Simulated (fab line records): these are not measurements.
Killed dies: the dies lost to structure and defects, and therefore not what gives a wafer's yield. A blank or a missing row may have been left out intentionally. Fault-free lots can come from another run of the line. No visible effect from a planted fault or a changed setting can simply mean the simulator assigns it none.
What tool caused it? || flow gf180mcu || Sampling: 12 lots, 36 wafers, 6 of 602 route steps

## WHAT EACH GAUGE READ, for each wafer
GF_STI_CD_MEAS_12: the cd target is 220 nm. Usual: 220.2 nm for cdNm, sd 1.2.
{"lot": "L827", "measured": "day 2 01:55", "on": "cdSem-01", "cdNm (nm)": "221.8 220.3 221.2", "flag": ""}
{"lot": "L830", "measured": "day 2 16:23", "on": "cdSem-01", "cdNm (nm)": "220.3 219.5 220.9", "flag": ""}
{"lot": "L832", "measured": "day 3 04:26", "on": "cdSem-02", "cdNm (nm)": "218.5 218.6 219.9", "flag": ""}
{"lot": "L833", "measured": "day 3 08:08", "on": "cdSem-01", "cdNm (nm)": "218.5 218.1 218.2", "flag": ""}
{"lot": "L838", "measured": "day 4 10:43", "on": "cdSem-01", "cdNm (nm)": "221.4 220.1 220.3", "flag": ""}
{"lot": "L839", "measured": "day 4 15:30", "on": "cdSem-02", "cdNm (nm)": "218.2 218.5 217.2", "flag": ""}
{"lot": "L840", "measured": "day 4 20:13", "on": "cdSem-01", "cdNm (nm)": "220.9 220.8 221.4", "flag": ""}
{"lot": "L842", "measured": "day 5 06:50", "on": "cdSem-01", "cdNm (nm)": "220.4 221.0 219.7", "flag": ""}
{"lot": "L843", "measured": "day 5 12:20", "on": "cdSem-01", "cdNm (nm)": "220.4 219.4 219.7", "flag": ""}
{"lot": "L846", "measured": "day 6 03:05", "on": "cdSem-02", "cdNm (nm)": "220.7 222.4 220.6", "flag": ""}
{"lot": "L847", "measured": "day 6 08:41", "on": "cdSem-02", "cdNm (nm)": "220.5 219.5 220.4", "flag": ""}
{"lot": "L849", "measured": "day 6 18:34", "on": "cdSem-02", "cdNm (nm)": "220.8 221.5 221.2", "flag": ""}

GF_STI_THK_MEAS_30. Usual: STI_OXIDATION_02_THK typically reads 10.11 nm, with standard deviation 0.22.
{"lot": "L827", "measured": "day 2 06:19", "on": "filmMetro-02", "STI_OXIDATION_02_THK (nm)": "9.89 9.65 9.72", "flag": ""}
{"lot": "L830", "measured": "day 2 20:47", "on": "filmMetro-02", "STI_OXIDATION_02_THK (nm)": "10.01 10.07 10.17", "flag": ""}
{"lot": "L832", "measured": "day 3 08:47", "on": "filmMetro-03", "STI_OXIDATION_02_THK (nm)": "10.15 10.15 10.35", "flag": ""}
{"lot": "L833", "measured": "day 3 13:48", "on": "filmMetro-02", "STI_OXIDATION_02_THK (nm)": "10.10 10.16 10.01", "flag": ""}
{"lot": "L838", "measured": "day 4 15:55", "on": "filmMetro-02", "STI_OXIDATION_02_THK (nm)": "10.37 10.42 10.24", "flag": ""}
{"lot": "L839", "measured": "day 4 20:38", "on": "filmMetro-01", "STI_OXIDATION_02_THK (nm)": "10.13 9.90 9.93", "flag": ""}
{"lot": "L840", "measured": "day 5 01:04", "on": "filmMetro-01", "STI_OXIDATION_02_THK (nm)": "9.93 10.07 10.15", "flag": ""}
{"lot": "L842", "measured": "day 5 11:56", "on": "filmMetro-01", "STI_OXIDATION_02_THK (nm)": "10.12 10.26 10.12", "flag": ""}
{"lot": "L843", "measured": "day 5 17:11", "on": "filmMetro-02", "STI_OXIDATION_02_THK (nm)": "9.75 10.02 9.83", "flag": ""}
{"lot": "L846", "measured": "day 6 08:01", "on": "filmMetro-03", "STI_OXIDATION_02_THK (nm)": "10.11 9.92 10.11", "flag": ""}
{"lot": "L847", "measured": "day 6 13:05", "on": "filmMetro-02", "STI_OXIDATION_02_THK (nm)": "10.16 9.89 10.00", "flag": ""}
{"lot": "L849", "measured": "day 6 23:31", "on": "filmMetro-01", "STI_OXIDATION_02_THK (nm)": "9.78 10.03 10.02", "flag": ""}

GF_NWELL_TW_MEAS_11. Usual: NWELL_TW typically reads 1572, with standard deviation 17.
{"lot": "L827", "measured": "day 3 06:59", "on": "filmMetro-04", "NWELL_TW": "1571 1564 1566", "flag": ""}
{"lot": "L830", "measured": "day 3 22:52", "on": "filmMetro-01", "NWELL_TW": "1536 1536 1541", "flag": ""}
{"lot": "L832", "measured": "day 4 11:04", "on": "filmMetro-02", "NWELL_TW": "1594 1601 1604", "flag": ""}
{"lot": "L833", "measured": "day 4 17:32", "on": "filmMetro-04", "NWELL_TW": "1569 1567 1579", "flag": ""}
{"lot": "L838", "measured": "day 5 20:52", "on": "filmMetro-04", "NWELL_TW": "1661 1670 1671", "flag": "OFF"}
{"lot": "L839", "measured": "day 6 01:28", "on": "filmMetro-01", "NWELL_TW": "1642 1636 1648", "flag": "OFF"}
{"lot": "L840", "measured": "day 6 06:19", "on": "filmMetro-01", "NWELL_TW": "1560 1560 1565", "flag": ""}
{"lot": "L842", "measured": "day 6 17:56", "on": "filmMetro-04", "NWELL_TW": "1580 1570 1575", "flag": ""}
{"lot": "L843", "measured": "day 6 23:37", "on": "filmMetro-04", "NWELL_TW": "1574 1575 1575", "flag": ""}
{"lot": "L846", "measured": "day 7 15:37", "on": "filmMetro-01", "NWELL_TW": "1567 1567 1565", "flag": ""}
{"lot": "L847", "measured": "day 7 19:10", "on": "filmMetro-04", "NWELL_TW": "1578 1585 1587", "flag": ""}
{"lot": "L849", "measured": "day 8 07:25", "on": "filmMetro-04", "NWELL_TW": "1578 1566 1567", "flag": ""}

GF_VT_IMPLANT_RS_MEAS_47: a four-point-probe measurement. Usual: NWELL_RS typically reads 487.7 ohm/sq, with standard deviation 1.5.
{"lot": "L827", "measured": "day 7 11:02", "on": "filmMetro-01", "NWELL_RS (ohm/sq)": "489.2 490.0 488.0", "flag": ""}
{"lot": "L830", "measured": "day 8 09:08", "on": "filmMetro-02", "NWELL_RS (ohm/sq)": "491.1 490.7 490.8", "flag": ""}
{"lot": "L832", "measured": "day 8 22:23", "on": "filmMetro-04", "NWELL_RS (ohm/sq)": "488.1 486.0 486.6", "flag": ""}
{"lot": "L833", "measured": "day 9 05:58", "on": "filmMetro-04", "NWELL_RS (ohm/sq)": "491.4 489.9 488.3", "flag": ""}
{"lot": "L838", "measured": "day 10 15:21", "on": "filmMetro-02", "NWELL_RS (ohm/sq)": "440.8 441.8 440.7", "flag": "OFF"}
{"lot": "L839", "measured": "day 10 22:10", "on": "filmMetro-04", "NWELL_RS (ohm/sq)": "442.1 442.4 440.7", "flag": "OFF"}
{"lot": "L840", "measured": "day 11 04:05", "on": "filmMetro-01", "NWELL_RS (ohm/sq)": "487.6 486.9 487.3", "flag": ""}
{"lot": "L842", "measured": "day 11 19:30", "on": "filmMetro-04", "NWELL_RS (ohm/sq)": "486.0 487.5 486.5", "flag": ""}
{"lot": "L843", "measured": "day 12 00:35", "on": "filmMetro-02", "NWELL_RS (ohm/sq)": "486.9 487.4 486.8", "flag": ""}
{"lot": "L846", "measured": "day 12 20:17", "on": "filmMetro-04", "NWELL_RS (ohm/sq)": "486.7 486.5 487.1", "flag": ""}
{"lot": "L847", "measured": "day 13 03:19", "on": "filmMetro-02", "NWELL_RS (ohm/sq)": "486.2 485.7 487.2", "flag": ""}
{"lot": "L849", "measured": "day 13 19:59", "on": "filmMetro-01", "NWELL_RS (ohm/sq)": "487.0 486.6 486.7", "flag": ""}

## WHAT TOOL EACH LOT RAN ON (gives the tool, then ch and the chambers of the sampled wafers, and finally the start)
{"lot": "L827", "GF_NWELL_IMPLANT_08": "implanter-03 ch 0, day 3 06:37", "GF_MVPSD_STRIP_10": "plasmaAsher-01 ch 0,1, day 4 23:50"}
{"lot": "L830", "GF_NWELL_IMPLANT_08": "implanter-04 ch 0, day 3 22:28", "GF_MVPSD_STRIP_10": "plasmaAsher-03 ch 0,1, day 5 17:19"}
{"lot": "L832", "GF_NWELL_IMPLANT_08": "implanter-02 ch 0, day 4 10:40", "GF_MVPSD_STRIP_10": "plasmaAsher-01 ch 0,1, day 6 06:22"}
{"lot": "L833", "GF_NWELL_IMPLANT_08": "implanter-04 ch 0, day 4 17:08", "GF_MVPSD_STRIP_10": "plasmaAsher-04 ch 0,1, day 6 12:58"}
{"lot": "L838", "GF_NWELL_IMPLANT_08": "implanter-04 ch 0, day 5 20:28", "GF_MVPSD_STRIP_10": "plasmaAsher-03 ch 0,1, day 7 18:43"}
{"lot": "L839", "GF_NWELL_IMPLANT_08": "implanter-04 ch 0, day 6 01:05", "GF_MVPSD_STRIP_10": "plasmaAsher-03 ch 0,1, day 8 01:22"}
{"lot": "L840", "GF_NWELL_IMPLANT_08": "implanter-02 ch 0, day 6 05:55", "GF_MVPSD_STRIP_10": "plasmaAsher-01 ch 0,1, day 8 05:49"}
{"lot": "L842", "GF_NWELL_IMPLANT_08": "implanter-03 ch 0, day 6 17:35", "GF_MVPSD_STRIP_10": "plasmaAsher-04 ch 0,1, day 8 18:54"}
{"lot": "L843", "GF_NWELL_IMPLANT_08": "implanter-03 ch 0, day 6 23:13", "GF_MVPSD_STRIP_10": "plasmaAsher-03 ch 0,1, day 9 00:19"}
{"lot": "L846", "GF_NWELL_IMPLANT_08": "implanter-02 ch 0, day 7 15:13", "GF_MVPSD_STRIP_10": "plasmaAsher-03 ch 0,1, day 9 18:03"}
{"lot": "L847", "GF_NWELL_IMPLANT_08": "implanter-03 ch 0, day 7 18:47", "GF_MVPSD_STRIP_10": "plasmaAsher-03 ch 0,1, day 9 22:52"}
{"lot": "L849", "GF_NWELL_IMPLANT_08": "implanter-03 ch 0, day 8 07:03", "GF_MVPSD_STRIP_10": "plasmaAsher-04 ch 0,1, day 10 14:26"}
- GF_NWELL_IMPLANT_08
- GF_MVPSD_STRIP_10: strips in O2/N2.

## WHAT THE TOOLS THEMSELVES READ (means of the sampled wafers that have a number; where no wafer has one, the mark that the record gives instead)
GF_NWELL_IMPLANT_08. Usual: beamOnS 10.00 s, standard deviation 0.21; doseIonsCm2 1.5e+13, standard deviation 1.6e+10; faradayCurrentUA 84.6, standard deviation 1.8.
{"lot": "L827", "tool": "implanter-03", "beamOnS (s)": 10.09, "doseIonsCm2": 1.5e+13, "faradayCurrentUA": 83.9, "flag": ""}
{"lot": "L830", "tool": "implanter-04", "beamOnS (s)": 9.91, "doseIonsCm2": 1.5e+13, "faradayCurrentUA": 85.5, "flag": ""}
{"lot": "L832", "tool": "implanter-02", "beamOnS (s)": 9.96, "doseIonsCm2": 1.5e+13, "faradayCurrentUA": 84.7, "flag": ""}
{"lot": "L833", "tool": "implanter-04", "beamOnS (s)": 9.89, "doseIonsCm2": 1.5e+13, "faradayCurrentUA": 85.4, "flag": ""}
{"lot": "L838", "tool": "implanter-04", "beamOnS (s)": 9.93, "doseIonsCm2": 1.8e+13, "faradayCurrentUA": 102.6, "flag": "OFF"}
{"lot": "L839", "tool": "implanter-04", "beamOnS (s)": 10.09, "doseIonsCm2": 1.8e+13, "faradayCurrentUA": 101.1, "flag": "OFF"}
{"lot": "L840", "tool": "implanter-02", "beamOnS (s)": 9.83, "doseIonsCm2": 1.5e+13, "faradayCurrentUA": 85.9, "flag": ""}
{"lot": "L842", "tool": "implanter-03", "beamOnS (s)": 10.17, "doseIonsCm2": 1.5e+13, "faradayCurrentUA": 83.2, "flag": ""}
{"lot": "L843", "tool": "implanter-03", "beamOnS (s)": 9.98, "doseIonsCm2": 1.5e+13, "faradayCurrentUA": 84.8, "flag": ""}
{"lot": "L846", "tool": "implanter-02", "beamOnS (s)": 10.03, "doseIonsCm2": 1.5e+13, "faradayCurrentUA": 84.3, "flag": ""}
{"lot": "L847", "tool": "implanter-03", "beamOnS (s)": 9.93, "doseIonsCm2": 1.5e+13, "faradayCurrentUA": 85.1, "flag": ""}
{"lot": "L849", "tool": "implanter-03", "beamOnS (s)": 10.02, "doseIonsCm2": 1.5e+13, "faradayCurrentUA": 84.7, "flag": ""}

GF_MVPSD_STRIP_10. Usual: drypumpMotorCurrentA 5.9 A, standard deviation 0.47; heaterPowerW 319 W, standard deviation 23; n2FlowSccm 299.9 sccm, standard deviation 0.83; oesProductAu 0.723 a.u., standard deviation 0.0045; stripTimeToEndpointS 36.94 s, standard deviation 0.11.
{"lot": "L827", "tool": "plasmaAsher-01", "drypumpMotorCurrentA (A)": 6.3, "heaterPowerW (W)": 322, "n2FlowSccm (sccm)": 298.7, "oesProductAu (a.u.)": 0.722, "stripTimeToEndpointS (s)": 36.79, "flag": ""}
{"lot": "L830", "tool": "plasmaAsher-03", "drypumpMotorCurrentA (A)": 6.1, "heaterPowerW (W)": 333, "n2FlowSccm (sccm)": 299.6, "oesProductAu (a.u.)": 0.723, "stripTimeToEndpointS (s)": 36.91, "flag": ""}
{"lot": "L832", "tool": "plasmaAsher-01", "drypumpMotorCurrentA (A)": 6.3, "heaterPowerW (W)": 310, "n2FlowSccm (sccm)": 300.5, "oesProductAu (a.u.)": 0.726, "stripTimeToEndpointS (s)": 36.84, "flag": ""}
{"lot": "L833", "tool": "plasmaAsher-04", "drypumpMotorCurrentA (A)": 5.3, "heaterPowerW (W)": 321, "n2FlowSccm (sccm)": 299.7, "oesProductAu (a.u.)": 0.721, "stripTimeToEndpointS (s)": 36.91, "flag": ""}
{"lot": "L838", "tool": "plasmaAsher-03", "drypumpMotorCurrentA (A)": 6.2, "heaterPowerW (W)": 329, "n2FlowSccm (sccm)": 299.6, "oesProductAu (a.u.)": 0.719, "stripTimeToEndpointS (s)": 36.89, "flag": ""}
{"lot": "L839", "tool": "plasmaAsher-03", "drypumpMotorCurrentA (A)": 6.2, "heaterPowerW (W)": 314, "n2FlowSccm (sccm)": 299.7, "oesProductAu (a.u.)": 0.724, "stripTimeToEndpointS (s)": 37.03, "flag": ""}
{"lot": "L840", "tool": "plasmaAsher-01", "drypumpMotorCurrentA (A)": 6.3, "heaterPowerW (W)": 309, "n2FlowSccm (sccm)": 300.1, "oesProductAu (a.u.)": 0.720, "stripTimeToEndpointS (s)": 36.95, "flag": ""}
{"lot": "L842", "tool": "plasmaAsher-04", "drypumpMotorCurrentA (A)": 5.4, "heaterPowerW (W)": 312, "n2FlowSccm (sccm)": 299.7, "oesProductAu (a.u.)": 0.725, "stripTimeToEndpointS (s)": 37.02, "flag": ""}
{"lot": "L843", "tool": "plasmaAsher-03", "drypumpMotorCurrentA (A)": 6.2, "heaterPowerW (W)": 315, "n2FlowSccm (sccm)": 299.9, "oesProductAu (a.u.)": 0.726, "stripTimeToEndpointS (s)": 36.87, "flag": ""}
{"lot": "L846", "tool": "plasmaAsher-03", "drypumpMotorCurrentA (A)": 6.1, "heaterPowerW (W)": 332, "n2FlowSccm (sccm)": 300.3, "oesProductAu (a.u.)": 0.722, "stripTimeToEndpointS (s)": 36.95, "flag": ""}
{"lot": "L847", "tool": "plasmaAsher-03", "drypumpMotorCurrentA (A)": 6.1, "heaterPowerW (W)": 330, "n2FlowSccm (sccm)": 301.2, "oesProductAu (a.u.)": 0.720, "stripTimeToEndpointS (s)": 36.87, "flag": ""}
{"lot": "L849", "tool": "plasmaAsher-04", "drypumpMotorCurrentA (A)": 5.4, "heaterPowerW (W)": 309, "n2FlowSccm (sccm)": 298.9, "oesProductAu (a.u.)": 0.725, "stripTimeToEndpointS (s)": 37.05, "flag": ""}

## THE ANSWER, worked out from the rows above alone
Rule: a lot is off if the mean of its wafers that have a number lies more than 3 standard deviations from the usual mean. A lot without any number at a reading at which 4 lots or more have one is off too. All remaining lots with rows at the step are treated as sound. The gauges are gone through in route order, then the tools' own readings, and for those a lot's mean is taken as printed above. The first step at which some lot is off is used, and at that step the reading that is off furthest; a lot without a number counts as furthest.
Off: L838, L839, at GF_NWELL_TW_MEAS_11 (NWELL_TW).
If a tool, at a process step before that reading, ran all the lots that are off and no sound lot after the first of them, it fits. The gauges at GF_NWELL_TW_MEAS_11 aren't tried: what is off there is off at GF_NWELL_IMPLANT_08 too, on other tools, and a gauge's error can't cause that. One fits: GF_NWELL_IMPLANT_08 on implanter-04. Its last sound lot is L833 (day 4 17:08), its first lot that is off L838 (day 5 20:28): a fault that began between those two fits.
The tool's own readings at GF_NWELL_IMPLANT_08 bear it out: on the lots that are off they differ by more than 5 times the standard deviation of the sound lots' means. doseIonsCm2 reads 1.8e+13 there against 1.5e+13 on the sound lots; faradayCurrentUA reads 101.8 there against 84.8 on the sound lots.

## WHAT THE SIMULATOR HAD PUT IN
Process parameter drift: implanter-04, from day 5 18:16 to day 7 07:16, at GF_NWELL_IMPLANT_08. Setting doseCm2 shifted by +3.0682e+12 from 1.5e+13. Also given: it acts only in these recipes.
Lots struck among those shown: L838, L839. The same result came from the rule above.
